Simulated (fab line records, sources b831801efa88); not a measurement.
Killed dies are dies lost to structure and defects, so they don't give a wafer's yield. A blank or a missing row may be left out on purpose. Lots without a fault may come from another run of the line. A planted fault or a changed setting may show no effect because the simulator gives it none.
One fault seen from 2 desks | flow sky130 | each desk has only its own numbers; what lay behind them comes last

THE METROLOGY DESK
What the gauges read, lot by lot, whatever tool the lot ran on: means of the sampled wafers that have a number. A lot is out of limits, marked OUT, if its mean lies more than 4 standard deviations from the usual mean; the brackets give that distance.
Columns: A = VIA3_W_THK at SKY_VIA3_THK_MEAS_23, usual 395 nm; B = VIA4_W_RS at SKY_VIA4_RS_MEAS_19, usual 0.234 ohm/sq
lot  | first seen here | A   | B
L338 | day 40 23:58    | 394 | 0.235
L337 | day 41 01:23    | 392 | 0.234
L339 | day 41 04:59    | 390 | 0.235
L340 | day 41 06:34    | 389 | 0.231
L341 | day 41 13:13    | 398 | 0.238
L342 | day 41 22:37    | 389 | 0.234
L343 | day 42 08:11    | 391 | 0.237
L345 | day 42 10:19    | 401 | 0.227
L344 | day 42 10:49    | 399 | 0.236
L346 | day 42 19:10    | 396 | 0.231
L347 | day 43 04:49    | 405 | 0.232
L356 | day 45 08:26    | 394 | 0.238
L357 | day 45 15:58    | 401 | 0.231
L359 | day 46 07:37    | 394 | 0.229
This desk's finding: nothing out of limits on any of the 14 lots.

THE TOOL OWNER'S DESK: rie_metal-02
The tool's own readings at SKY_METAL4_METAL_ETCH_18 (etches the open film in Cl2/BCl3, stops on SiO2, target depth 845 nm, time 183.1 s): means of the sampled wafers that have a number, for each lot that ran on this tool. A lot is out of limits, marked OUT, if its mean lies more than 4 standard deviations from the usual mean; the brackets give that distance.
Columns: A = bcl3_flow_sccm at SKY_METAL4_METAL_ETCH_18, usual 29.99 sccm; B = drypump_motor_current_A at SKY_METAL4_METAL_ETCH_18, usual 5.8 A; C = oes_product_au at SKY_METAL4_METAL_ETCH_18, usual 0.865 a.u.; D = rf_fwd_power_W at SKY_METAL4_METAL_ETCH_18, usual 896.3 W; E = throttle_valve_pct at SKY_METAL4_METAL_ETCH_18, usual 22.265 %
lot  | first seen here | A     | B   | C     | D               | E
L338 | day 42 23:14    | 29.93 | 6.1 | 0.867 | 897.6           | 22.271
L337 | day 43 02:00    | 30.05 | 6.0 | 0.867 | 896.0           | 22.257
L342 | day 43 21:56    | 29.85 | 5.8 | 0.862 | 898.1           | 22.258
L345 | day 44 11:16    | 30.01 | 6.3 | 0.856 | 895.9           | 22.271
L344 | day 44 11:30    | 29.99 | 6.0 | 0.870 | 896.9           | 22.265
L347 | day 45 03:46    | 29.91 | 6.1 | 0.865 | 893.7           | 22.261
L356 | day 47 03:29    | 29.92 | 5.8 | 0.871 | 849.0 (-16) OUT | 22.275
L357 | day 47 11:32    | 30.04 | 5.8 | 0.867 | 853.1 (-14) OUT | 22.264
This desk's finding: out of limits on L356, L357; first on L356, day 47 03:29 (rf_fwd_power_W at SKY_METAL4_METAL_ETCH_18). In limits: L338, L337, L342, L345, L344, L347.

PUT TOGETHER
The tool owner's desk could have raised an alarm at day 47 03:29, on L356, L357.
The metrology desk saw nothing out of limits.
The metrology desk has L356, L357 on record, within its limits.
Of the lots named, all ran SKY_METAL4_METAL_ETCH_18 on rie_metal-02.

WHAT THE SIMULATOR HAD PUT IN
Process parameter drift: rie_metal-02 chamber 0, from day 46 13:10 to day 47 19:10, at SKY_METAL4_METAL_ETCH_18. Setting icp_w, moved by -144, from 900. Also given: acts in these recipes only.
Lots struck among those shown: L356, L357.
Hours from the fault's start to each desk's first reading out of limits: the tool owner's desk, 14.
